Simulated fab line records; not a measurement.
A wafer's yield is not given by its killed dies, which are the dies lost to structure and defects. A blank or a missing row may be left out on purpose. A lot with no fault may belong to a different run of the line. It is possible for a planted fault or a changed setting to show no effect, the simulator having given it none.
The same fault as seen by 2 desks | flow sfqLine | every desk sees just its own numbers, and what lay behind them comes last

AT THE TOOL OWNER'S DESK: cmp-02
The tool's own readings at SFQ_TRILAYER_I7_CMP_CMP_184 (polishes SiO2): means of the sampled wafers that have a number, for each lot that ran on this tool. A lot is out of limits, marked OUT, if its mean lies more than 4 standard deviations from the usual mean; the brackets give that distance.
Columns: A = headPressurePsi at SFQ_TRILAYER_I7_CMP_CMP_184, usual 3.000 psi; B = motorCurrentA at SFQ_TRILAYER_I7_CMP_CMP_184, usual 9.7 A; C = timeToEndpointS at SFQ_TRILAYER_I7_CMP_CMP_184, usual 218 s
lot  | first seen here | A               | B    | C
L812 | day 74 19:46    | 2.999           | 10.4 | 218
L813 | day 74 23:16    | 3.004           | 9.7  | 219
L814 | day 75 02:16    | 3.005           | 9.8  | 219
L817 | day 76 08:17    | 2.768 (-33) OUT | 9.9  | 226
L818 | day 76 20:47    | 2.775 (-32) OUT | 10.1 | 224
L830 | day 83 03:02    | 2.991           | 9.6  | 211
L831 | day 86 12:31    | 3.007           | 10.8 | 216
L833 | day 86 18:23    | 3.002           | 10.6 | 205
This desk's verdict: out of limits on L817, L818, starting with L817 at day 76 08:17 (headPressurePsi at SFQ_TRILAYER_I7_CMP_CMP_184). Within limits: L812, L813, L814, L830, L831, L833.

AT THE METROLOGY DESK
Means of the sampled wafers that have a number, per lot and without regard to the tool the lot ran on: this is what the gauges read. A lot is out of limits, marked OUT, if its mean lies more than 4 standard deviations from the usual mean; the brackets give that distance.
Columns: A = I6_BOW at SFQ_I6_BOW_MEAS_941, usual 5 um
lot  | first seen here | A
L810 | day 66 18:31    | 3
L811 | day 67 00:30    | 15
L812 | day 69 05:40    | 13
L813 | day 69 07:11    | 7
L814 | day 69 10:13    | -2
L815 | day 69 11:42    | 11
L817 | day 73 09:10    | -10
L818 | day 76 09:38    | 13
L823 | day 76 19:41    | 2
L829 | day 77 21:34    | -3
L830 | day 77 23:20    | 12
L831 | day 78 02:20    | -11
L832 | day 78 03:40    | 5
L833 | day 78 06:38    | 8
Result from this desk: across the 14 lots, nothing is out of limits.

PUT TOGETHER
The tool owner's desk had the chance to raise an alarm at day 76 08:17 on L817, L818.
Metrology desk: nothing out of limits seen.
The metrology desk holds a record of L817, L818, inside its limits.
The lots listed all ran SFQ_TRILAYER_I7_CMP_CMP_184 on cmp-02.

WHAT HAD BEEN PUT IN BY THE SIMULATOR
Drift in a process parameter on cmp-02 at SFQ_TRILAYER_I7_CMP_CMP_184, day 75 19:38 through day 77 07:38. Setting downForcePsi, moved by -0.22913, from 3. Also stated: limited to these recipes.
Shown lots that were struck: L817, L818.
Each desk's first reading out of limits, in hours after the fault started: the tool owner's desk, 13.
